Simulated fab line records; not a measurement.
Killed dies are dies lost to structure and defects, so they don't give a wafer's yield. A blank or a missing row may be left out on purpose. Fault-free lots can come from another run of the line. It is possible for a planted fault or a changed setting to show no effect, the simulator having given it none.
fab line records    flow sky130
record lots=5  wafers=14  last-day=50
route steps=708 shown LI_CONTACT@376 LOCAL_INTERCONNECT@387 PAD_OPEN@708
lots with no fault: from the same line, run without faults
start-h: start of the lot's first displayed wafer, in hours after the record's first day    wait-h: time in hours since the lot's previous step    " identical to the entry in the row above    L1.1+2: a row that stands for several wafers    - no value, or no start given    * or withheld: withheld    < > ~ a bound
route shown NAME@n: NAME is a module with steps in the file, n the number in the route of the first one    usual: average and standard deviation across the fault-free wafers    same: alike in all rows    chamber/n: place in a boat    sites: readings site by site    _std_site: the values' standard deviation    _edge_site: outer sites' mean less inner sites'    radius-mm: how far each site lies from the wafer's centre    mask NAME#n: copy n    behind: the tool/chamber that last shaped the wafer    hold: why the lot was held/for how many hours/how that ended    device: the n, p or np transistor that did not switch    end of line: tests run on the same wafers once the route is complete    a step given without rows: its recipe and nothing more    killed: dies that structure and defects cost at the first sort, which is not the same as the wafer's yield    map: a wafer's dies, marking killed ones x, the rest . and places with no die _
set.NAME: the setting the step ran with; set.NAME@STEP: the setting that earlier step ran with    model.NAME: the simulator's own value behind a step, which no gauge read
lots seen at some steps along the route; tables by step, rows by wafer
services: the hour from which a tool's chamber was out of use, counted from the record's first day as start-h (under 0 if before that day), plus the number of hours and why
## steps
# step SKY_LI_CONTACT_ETCH_14
# recipe chemistry=N2/H2  target=BARC  ion-energy-ev=200  source-w=500  bias-w=100  pressure-mtorr=30  n2-flow-sccm=100  h2-flow-sccm=200  stop-on=SiO2  time-s=45.9  target-depth-a=600
# step SKY_LI_CONTACT_ETCH_15
# recipe target=PSG  chemistry=C4F8/O2/Ar  stop-on=Si  taper-deg=4.15  mask-material=KrF-thick  source-w=1500  bias-w=1200  pressure-mtorr=40  c4f8-flow-sccm=withheld  O2_flow_sccm=6  Ar_flow_sccm=300  time-s=withheld  target-depth-a=6000
# step SKY_LI_CONTACT_STRIP_16
# recipe chemistry=O2/N2  power-w=1400  pressure-mtorr=1500  platen-temp-c=withheld  o2-flow-sccm=3000  n2-flow-sccm=300  overash-fraction=0.5
# step SKY_LI_CONTACT_CLEAN_17
# recipe chemistry=NMP  time-s=600  temp-c=60  dry=n2-spin
# step SKY_LI_CONTACT_PRE_CLEAN_18
# recipe gas=Ar  time-s=5.6  bias-v=358
# step SKY_LI_CONTACT_SPUTTER_19
# recipe material=Ti  target-thk-nm=20  chamber-pressure-pa=5  power-w=2500  substrate-temp-c=200  time-s=106.37
# step SKY_LI_CONTACT_SPUTTER_20
# recipe material=TiN  target-thk-nm=20  chamber-pressure-pa=5  power-w=4000  time-s=80
# step SKY_LI_CONTACT_CVD_21
# recipe material=W  target-thk-nm=400  time-s=120.56  temp-c=400  pressure-torr=40
# step SKY_LI_CONTACT_CMP_24
# recipe stop-on=PSG  t-overpolish-s=20  down-force-psi=3.5  platen-rpm=60  target-thk-nm=0  pad-velocity-m-s=0.94248
# step SKY_LOCAL_INTERCONNECT_SPUTTER_00
# recipe material=TiN  target-thk-nm=100  temp-c=300  power-w=6500  time-s=83.3  chamber-pressure-pa=0.4
# usual throttle-valve-pct=30.2/1.2
lot.wafer  tool            chamber  start-h  wait-h  throttle-valve-pct  model.TiN_of_LOCAL_INTERCONNECT_SPUTTER_00.thk-nm
L368.1     pvd-sputter-01  -        727.81   0.2     31.3                101.1
L368.2     "               -        "        "       32.3                86.39
L368.4     "               -        "        "       28.4                101.7
L371.3     pvd-sputter-01  -        744.89   0.2     30.0                85.97
L371.6     "               -        "        "       30.3                99.37
L373.1     pvd-sputter-01  -        762.44   0.1     31.3                100.4
L373.2     "               -        "        "       32.3                86.33
L373.6     "               -        "        "       28.4                99.85
L381.2     pvd-sputter-01  -        822.01   0.2     31.2                101.1
L381.5     "               -        "        "       31.3                100.8
L381.6     "               -        "        "       32.3                100.6
L383.2     pvd-sputter-02  -        840.36   0.1     30.9                99.37
L383.3     "               -        "        "       29.4                99.35
L383.6     "               -        "        "       30.7                101.1
# step SKY_LOCAL_INTERCONNECT_RS_MEAS_01
# recipe thk-meas-gauge=four-point-probe  reads=TiN_of_LOCAL_INTERCONNECT_SPUTTER_00
# usual LOCAL_INTERCONNECT_TIN_RS=14.08/0.17
lot.wafer  tool           chamber  start-h  wait-h  LOCAL_INTERCONNECT_TIN_RS[ohm/sq]
L368.1     film-metro-03  -        727.87   0.0     13.93
L368.2     "              -        "        "       16.43
L368.4     "              -        "        "       13.84
L371.3     film-metro-04  -        744.99   0.1     16.61
L371.6     "              -        "        "       14.28
L373.1     film-metro-03  -        762.50   0.0     14.11
L373.2     "              -        "        "       16.45
L373.6     "              -        "        "       14.10
L381.2     film-metro-04  -        822.09   0.1     14.02
L381.5     "              -        "        "       14.01
L381.6     "              -        "        "       14.06
L383.2     film-metro-03  -        840.45   0.1     14.19
L383.3     "              -        "        "       14.20
L383.6     "              -        "        "       13.94
# step SKY_LOCAL_INTERCONNECT_THK_MEAS_02
# recipe thk-meas-gauge=xrf  reads=TiN_of_LOCAL_INTERCONNECT_SPUTTER_00
# usual LOCAL_INTERCONNECT_TIN_THK=100.4/1.3
lot.wafer  tool           chamber  start-h  wait-h  LOCAL_INTERCONNECT_TIN_THK[nm]
L368.1     film-metro-03  -        727.99   0.1     101.3
L368.2     "              -        "        "       86.5
L368.4     "              -        "        "       101.8
L371.3     film-metro-04  -        745.09   0.1     85.4
L371.6     "              -        "        "       98.7
L373.1     film-metro-03  -        762.62   0.1     100.1
L373.2     "              -        "        "       85.9
L373.6     "              -        "        "       99.5
L381.2     film-metro-04  -        822.20   0.1     100.4
L381.5     "              -        "        "       100.4
L381.6     "              -        "        "       99.9
L383.2     film-metro-03  -        840.56   0.1     99.5
L383.3     "              -        "        "       99.5
L383.6     "              -        "        "       101.3
# step SKY_LOCAL_INTERCONNECT_DEHYDRATE_03
# recipe temp-c=200  time-s=60
# step SKY_LOCAL_INTERCONNECT_HMDS_04
# recipe prime-time-s=60  prime-temp-c=120
# step SKY_LOCAL_INTERCONNECT_COAT_05
# recipe resist=BARC  temp-c=withheld  time-s=withheld  spin-rpm=3000  resist-thk-nm=60
# step SKY_LOCAL_INTERCONNECT_COAT_06
# recipe resist=KrF-thick  spin-rpm=3000  resist-thk-nm=450
# step SKY_LOCAL_INTERCONNECT_SOFTBAKE_07
# recipe temp-c=100  time-s=90  resist=KrF-thick
# step SKY_LOCAL_INTERCONNECT_EXPOSE_08
# recipe mask-id=LI1M  na=0.8  source-shape=annular  sigma-inner=0.55  sigma-outer=0.85  target-cd-nm=170  dose-mj=28
# step SKY_LOCAL_INTERCONNECT_PEB_09
# recipe peb-temp-c=withheld  peb-time-s=withheld  resist=KrF-thick
# step SKY_LOCAL_INTERCONNECT_DEVELOP_10
# recipe develop-time-s=60  resist=KrF-thick  dev-temp-c=21
# step SKY_LOCAL_INTERCONNECT_ETCH_13
# recipe chemistry=N2/H2  target=BARC  ion-energy-ev=200  bias-w=100  pressure-mtorr=30  n2-flow-sccm=100  h2-flow-sccm=200  icp-w=500  stop-on=SiO2  time-s=45.9  target-depth-a=600
# step SKY_LOCAL_INTERCONNECT_METAL_ETCH_14
# recipe target-depth-nm=110  stop-on=PSG  chemistry=Cl2/BCl3  target=TiN  resist-sidewall-deg=88  pressure-mtorr=10  icp-w=900  bias-w=48.5  Cl2_flow_sccm=60  bcl3-flow-sccm=30  time-s=31.4
# usual drypump-motor-current-A=5.6/0.36  oes-product-au=0.943/0.0082  throttle-valve-pct=21.900/0.011
lot.wafer  tool          chamber  start-h  wait-h  drypump-motor-current-A  oes-product-au  rf-hours-counter-h  throttle-valve-pct
L368.1     rie-metal-01  0        755.59   0.0     5.6                      0.947           3                   21.906
L368.2     "             1        "        "       5.4                      0.871           14                  21.963
L368.4     "             0        "        "       5.6                      0.953           -                   21.882
L371.3     rie-metal-01  1        772.49   0.0     5.4                      0.868           -                   21.966
L371.6     "             0        "        "       5.6                      0.931           -                   21.902
L373.1     rie-metal-02  0        789.12   0.1     5.5                      0.945           13                  21.906
L373.2     "             0        "        "       5.5                      0.866           -                   21.955
L373.6     "             0        "        "       5.5                      0.936           -                   21.902
L381.2     rie-metal-03  1        847.79   0.1     6.2                      0.935           -                   21.908
L381.5     "             1        "        "       6.2                      0.946           -                   21.903
L381.6     "             1        "        "       6.2                      0.954           -                   21.893
L383.2     rie-metal-03  1        867.01   0.0     6.2                      0.929           15                  21.914
L383.3     "             1        "        "       6.1                      0.945           -                   21.912
L383.6     "             0        "        "       5.0                      0.940           -                   21.893
# step SKY_LOCAL_INTERCONNECT_STRIP_15
# recipe chemistry=O2/N2  power-w=1400  pressure-mtorr=1500  platen-temp-c=withheld  o2-flow-sccm=3000  n2-flow-sccm=300  overash-fraction=0.5
# step SKY_LOCAL_INTERCONNECT_STRIP_16
# recipe chemistry=post-etch-residue-remover  time-s=1200  temp-c=72.5
lot.wafer  tool          chamber  start-h  wait-h  model.TiN_of_LOCAL_INTERCONNECT_SPUTTER_00.thk-nm
L368.1     wet-bench-01  2        755.74   0.1     100.7
L368.2     "             2        "        "       85.97
L368.4     "             2        "        "       101.3
L371.3     wet-bench-01  2        772.63   0.0     85.55
L371.6     "             2        "        "       98.95
L373.1     wet-bench-04  1        789.33   0.1     99.96
L373.2     "             1        "        "       85.91
L373.6     "             1        "        "       99.43
L381.2     wet-bench-02  3        847.97   0.1     100.6
L381.5     "             3        "        "       100.4
L381.6     "             3        "        "       100.2
L383.2     wet-bench-02  2        867.16   0.1     98.96
L383.3     "             2        "        "       98.93
L383.6     "             2        "        "       100.7
# step SKY_LOCAL_INTERCONNECT_CLEAN_17
# recipe chemistry=IPA  time-s=180  temp-c=25
# step SKY_PAD_OPEN_PROBE_99
# usual killed_at_M0_to_M3=43/6.5  killed_at_M4_up=3.2/1.8  killed-at-contacts=26/5.2  killed-at-front-end=16/4.8  killed-at-other=0.3/0.6  killed-dies=89/9.6  killed-open=48/7.1  killed-short=40/6.4
# same gross-dies=492  killed-at-back-side=0
lot.wafer  tool       chamber  start-h  wait-h  killed_at_M0_to_M3  killed_at_M4_up  killed-at-contacts  killed-at-front-end  killed-at-other  killed-dies  killed-open  killed-short  model.etest.res-li.line-ohm-um  model.etest.res-li.rs-ohm-sq  model.etest.mcon-chain.rc-ohm
L368.1     prober-02  -        1115.99  0.1     32                  3                22                  10                   0                67           38           29            75.03                           12.67                         16.3
L368.2     prober-02  -        1116.04  0.1     48                  4                24                  24                   0                100          50           50            88.15                           14.87                         17.39
L368.4     prober-02  -        1116.14  0.2     47                  0                18                  11                   0                76           35           41            74.59                           12.71                         16.09
L371.3     prober-02  -        1126.66  0.2     38                  6                26                  21                   0                91           43           48            86.34                           14.98                         17.35
L371.6     prober-02  -        1126.81  0.2     49                  2                20                  11                   3                85           43           40            76.19                           12.91                         16.76
L373.1     prober-02  -        1138.91  0.1     37                  4                28                  19                   1                89           51           38            74.54                           12.83                         16.32
L373.2     prober-02  -        1138.96  0.1     43                  2                33                  22                   0                100          55           44            87.63                           14.96                         18.13
L373.6     prober-02  -        1139.16  0.2     47                  7                28                  16                   0                98           52           46            75.06                           12.92                         16.65
L381.2     prober-02  -        1177.21  0.1     39                  4                30                  14                   0                87           43           43            74.9                            12.76                         16.77
L381.5     prober-02  -        1177.36  0.2     52                  4                32                  23                   0                111          62           48            75.79                           12.74                         17.07
L381.6     prober-02  -        1177.41  0.2     44                  1                28                  24                   0                97           53           44            74.61                           12.66                         16.46
L383.2     prober-02  -        1190.25  0.1     36                  4                23                  20                   0                83           44           39            77.08                           12.92                         16.79
L383.3     prober-02  -        1190.30  0.2     36                  2                34                  15                   0                87           43           44            76.48                           12.93                         17.16
L383.6     prober-02  -        1190.45  0.2     34                  2                15                  17                   0                68           32           36            74.59                           12.73                         16.09
# killed by level:class
L368.1 VIA1:geometric-particle:open=13 CONTACT:geometric-particle:open=10 VIA1:geometric-particle:short=5 LI_CONTACT:geometric-particle:open=4 METAL2:geometric-particle:short=4 FIELD_ISO:geometric-particle:open=3 LI_CONTACT:geometric-particle:short=3 CONTACT:geometric-particle:short=3
L368.2 VIA1:geometric-particle:open=9 VIA2:geometric-particle:open=8 VIA3:geometric-particle:open=8 VIA2:geometric-particle:short=7 METAL2:geometric-particle:short=7 FIELD_ISO:geometric-particle:open=6 POLY_GATE:geometric-particle:short=6 CONTACT:geometric-particle:open=6
L368.4 VIA2:geometric-particle:open=10 LI_CONTACT:geometric-particle:short=7 VIA2:geometric-particle:short=6 CONTACT:geometric-particle:open=6 VIA1:geometric-particle:open=6 METAL2:geometric-particle:short=6 VIA1:geometric-particle:short=5 METAL3:geometric-particle:short=4
L371.3 LI_CONTACT:geometric-particle:open=8 FIELD_ISO:geometric-particle:short=7 CONTACT:geometric-particle:short=7 VIA1:geometric-particle:short=7 VIA1:geometric-particle:open=7 CONTACT:geometric-particle:open=6 VIA2:geometric-particle:short=6 VIA3:geometric-particle:open=5
L371.6 VIA1:geometric-particle:open=13 METAL1:geometric-particle:short=10 LI_CONTACT:geometric-particle:open=9 CONTACT:geometric-particle:short=7 VIA3:geometric-particle:open=6 VIA2:geometric-particle:open=5 POLY_GATE:geometric-particle:short=4 FIELD_ISO:geometric-particle:open=3
L373.1 VIA1:geometric-particle:open=12 CONTACT:geometric-particle:open=11 FIELD_ISO:geometric-particle:short=8 VIA3:geometric-particle:open=6 FIELD_ISO:geometric-particle:open=5 LI_CONTACT:geometric-particle:open=5 LI_CONTACT:geometric-particle:short=4 LOCAL_INTERCONNECT:geometric-particle:short=4
L373.2 CONTACT:geometric-particle:open=14 VIA1:geometric-particle:open=10 METAL2:geometric-particle:short=10 CONTACT:geometric-particle:short=8 FIELD_ISO:geometric-particle:open=7 LI_CONTACT:geometric-particle:open=6 POLY_GATE:geometric-particle:open=5 VIA1:geometric-particle:short=5
L373.6 LI_CONTACT:geometric-particle:open=11 VIA1:geometric-particle:open=9 FIELD_ISO:geometric-particle:short=7 CONTACT:geometric-particle:short=7 METAL4:geometric-particle:short=7 VIA3:geometric-particle:open=7 METAL1:geometric-particle:short=6 FIELD_ISO:geometric-particle:open=5
L381.2 VIA1:geometric-particle:open=13 CONTACT:geometric-particle:open=8 VIA3:geometric-particle:short=7 LOCAL_INTERCONNECT:geometric-particle:short=6 LI_CONTACT:geometric-particle:short=5 CONTACT:geometric-particle:short=5 METAL1:geometric-particle:short=5 VIA2:geometric-particle:open=4
L381.5 CONTACT:geometric-particle:open=11 LI_CONTACT:geometric-particle:open=10 VIA2:geometric-particle:open=10 VIA1:geometric-particle:open=9 VIA3:geometric-particle:open=7 FIELD_ISO:geometric-particle:short=6 POLY_GATE:geometric-particle:open=6 METAL1:geometric-particle:short=6
L381.6 VIA1:geometric-particle:open=11 FIELD_ISO:geometric-particle:open=11 METAL2:geometric-particle:short=9 VIA3:geometric-particle:open=8 CONTACT:geometric-particle:short=7 LI_CONTACT:geometric-particle:open=6 LOCAL_INTERCONNECT:geometric-particle:short=6 FIELD_ISO:geometric-particle:short=5
L383.2 LI_CONTACT:geometric-particle:open=9 VIA3:geometric-particle:open=8 FIELD_ISO:geometric-particle:short=7 LOCAL_INTERCONNECT:geometric-particle:short=6 VIA1:geometric-particle:open=6 METAL2:geometric-particle:short=6 VIA2:geometric-particle:open=6 CONTACT:geometric-particle:open=4
L383.3 LOCAL_INTERCONNECT:geometric-particle:short=9 LI_CONTACT:geometric-particle:open=8 VIA2:geometric-particle:open=8 CONTACT:geometric-particle:open=8 CONTACT:geometric-particle:short=6 VIA1:geometric-particle:open=6 METAL1:geometric-particle:short=5 POLY_GATE:geometric-particle:short=4
L383.6 VIA1:geometric-particle:open=7 CONTACT:geometric-particle:open=6 METAL2:geometric-particle:short=6 VIA3:geometric-particle:open=5 POLY_GATE:geometric-particle:short=5 LI_CONTACT:geometric-particle:open=5 METAL1:geometric-particle:short=4 METAL3:geometric-particle:short=4
## services
tool            chamber  start-h  hours  kind
pvd-sputter-01  -        715.79   1.3    repair
rie-metal-02    -        737.98   5.1    repair
rie-metal-02    1        760.94   -      clean
rie-metal-02    1        760.94   30.0   scheduled-down
rie-metal-02    1        760.94   30.0   vent-cycle
wet-bench-02    -        773.91   4.1    repair
rie-metal-01    1        776.16   -      clean
rie-metal-01    1        776.16   27.4   scheduled-down
rie-metal-01    1        776.16   27.4   vent-cycle
pvd-sputter-02  -        788.49   2.3    repair
pvd-sputter-02  -        825.97   2.5    repair
rie-metal-03    0        828.26   -      clean
rie-metal-03    0        828.26   20.5   scheduled-down
rie-metal-03    0        828.26   20.5   vent-cycle
rie-metal-02    0        833.39   -      clean
rie-metal-02    0        833.39   18.3   scheduled-down
rie-metal-02    0        833.39   18.3   vent-cycle
pvd-sputter-02  -        866.86   5.3    repair
## key
first-sign step=SKY_LOCAL_INTERCONNECT_RS_MEAS_01  reading=LOCAL_INTERCONNECT_TIN_RS  direction=up  sigmas=15  usual=14.08  struck=16.50
effect step=SKY_LOCAL_INTERCONNECT_THK_MEAS_02  reading=LOCAL_INTERCONNECT_TIN_THK  direction=down  sigmas=11  usual=100.4  struck=85.9
effect step=SKY_LOCAL_INTERCONNECT_METAL_ETCH_14  reading=oes-product-au  direction=down  sigmas=9.1  usual=0.943  struck=0.868
model-effect step=SKY_LOCAL_INTERCONNECT_SPUTTER_00  value=TiN_of_LOCAL_INTERCONNECT_SPUTTER_00.thk-nm  without=99.85  struck=86.23
model-effect step=SKY_LOCAL_INTERCONNECT_STRIP_16  value=TiN_of_LOCAL_INTERCONNECT_SPUTTER_00.thk-nm  without=99.43  struck=85.81
model-effect step=SKY_PAD_OPEN_PROBE_99  value=etest.res-li.line-ohm-um  without=75.4  struck=87.37
met-at SKY_LOCAL_INTERCONNECT_SPUTTER_00
struck-wafers L368.2,L371.3,L373.2
tester-left-out L368,L371,L373
fault kind=process-parameter-drift  tool=pvd-sputter-01  chamber=-  onset-h=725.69  steps=SKY_LOCAL_INTERCONNECT_SPUTTER_00  channel=time-s  offset=*  shape=step  end-h=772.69  scope=struck-wafers-only  acts-in=*  stated=*
# tester-left-out: of these lots the tester's yield and bins aren't shown, on N5 and GAA mostly nor the transistor test; their killed dies are dies lost to structure and defects alone, not to doping, threshold or leakage, so they don't give the yield
